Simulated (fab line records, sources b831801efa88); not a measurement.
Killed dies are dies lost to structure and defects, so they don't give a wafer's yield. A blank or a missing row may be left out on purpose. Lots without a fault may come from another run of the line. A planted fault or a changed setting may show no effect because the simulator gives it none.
Tool commonality check | flow gf180mcu | 12 lots, 36 wafers sampled

WHY IT WAS OPENED
At GF_MVSD_TW_MEAS_11 the reading MVSD_TW is flagged on 2 of 12 lots. Wafers without a fault read 1589, standard deviation 12.
Rule: a lot is flagged when every wafer of it that has a number lies more than 4 standard deviations from that mean, or none has a number. The other lots count as sound.

lot  | measured    | on            | MVSD_TW, wafer by wafer | flag
L148 | day 4 15:50 | film_metro-04 | 1598 1603 1603          |
L149 | day 5 01:47 | film_metro-03 | 1580 1580 1573          |
L150 | day 5 06:59 | film_metro-02 | 1580 1588 1577          |
L153 | day 6 01:07 | film_metro-04 | 1597 1596 1600          |
L155 | day 6 11:27 | film_metro-03 | 1581 1580 1586          |
L160 | day 7 15:25 | film_metro-02 | 1449 1436 1452          | FLAGGED
L161 | day 7 22:29 | film_metro-03 | 1436 1442 1444          | FLAGGED
L163 | day 8 08:13 | film_metro-02 | 1583 1577 1583          |
L164 | day 8 14:35 | film_metro-02 | 1573 1583 1589          |
L165 | day 8 18:44 | film_metro-04 | 1599 1598 1601          |
L166 | day 9 01:43 | film_metro-03 | 1579 1581 1588          |
L168 | day 9 14:22 | film_metro-04 | 1593 1590 1588          |
The numbers of the flagged lots are 1443 on average: -146 against the usual, or -12 standard deviations.

WHICH TOOL RAN EACH LOT
The record holds 1 process step before the reading, out of a route of 602 steps. In each cell: the tool, then ch and the chambers that the sampled wafers went through, then the start.
lot  | flag    | GF_MVSD_IMPLANT_08
L148 |         | implanter-04 ch 0, day 4 15:26
L149 |         | implanter-02 ch 0, day 5 01:23
L150 |         | implanter-02 ch 0, day 5 06:36
L153 |         | implanter-04 ch 0, day 6 00:43
L155 |         | implanter-04 ch 0, day 6 11:05
L160 | FLAGGED | implanter-04 ch 0, day 7 15:01
L161 | FLAGGED | implanter-04 ch 0, day 7 22:05
L163 |         | implanter-01 ch 0, day 8 07:49
L164 |         | implanter-01 ch 0, day 8 14:12
L165 |         | implanter-02 ch 0, day 8 18:20
L166 |         | implanter-01 ch 0, day 9 01:19
L168 |         | implanter-02 ch 0, day 9 13:58
What these steps do:
- GF_MVSD_IMPLANT_08
- GF_MVSD_TW_MEAS_11

FLAGGED OVER TOTAL, TOOL BY TOOL (the gauges that took the reading come last)
step               | tool          | lots run | flagged | share of the flagged lots | sound lots run after its first flagged lot
GF_MVSD_IMPLANT_08 | implanter-01  | 3        | 0       | none                      | -
GF_MVSD_IMPLANT_08 | implanter-02  | 4        | 0       | none                      | -
GF_MVSD_IMPLANT_08 | implanter-04  | 5        | 2       | all                       | 0
GF_MVSD_TW_MEAS_11 | film_metro-02 | 4        | 1       | some                      | 2 (L163,L164)
GF_MVSD_TW_MEAS_11 | film_metro-03 | 4        | 1       | some                      | 1 (L166)
GF_MVSD_TW_MEAS_11 | film_metro-04 | 4        | 0       | none                      | -

WHAT THE TABLE ALLOWS
1 row of the table ran every flagged lot: implanter-04 at GF_MVSD_IMPLANT_08.
- implanter-04 at GF_MVSD_IMPLANT_08: 2 of its 5 lots flagged. Its last sound lot is L155 (day 6 11:05), its first flagged lot L160 (day 7 15:01): a fault that began between those two fits. Its own readings lie more than 4 standard deviations out on every wafer of the flagged lots: dose_ions_cm2, faraday_current_uA.
One tool is left: implanter-04 at GF_MVSD_IMPLANT_08.

WHAT THE SIMULATOR HAD PUT IN
Process parameter drift: implanter-04, from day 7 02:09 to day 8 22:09, at GF_MVSD_IMPLANT_08. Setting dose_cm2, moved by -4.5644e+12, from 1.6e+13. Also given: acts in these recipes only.
Lots struck among those shown: L160, L161. The rule above found the same.
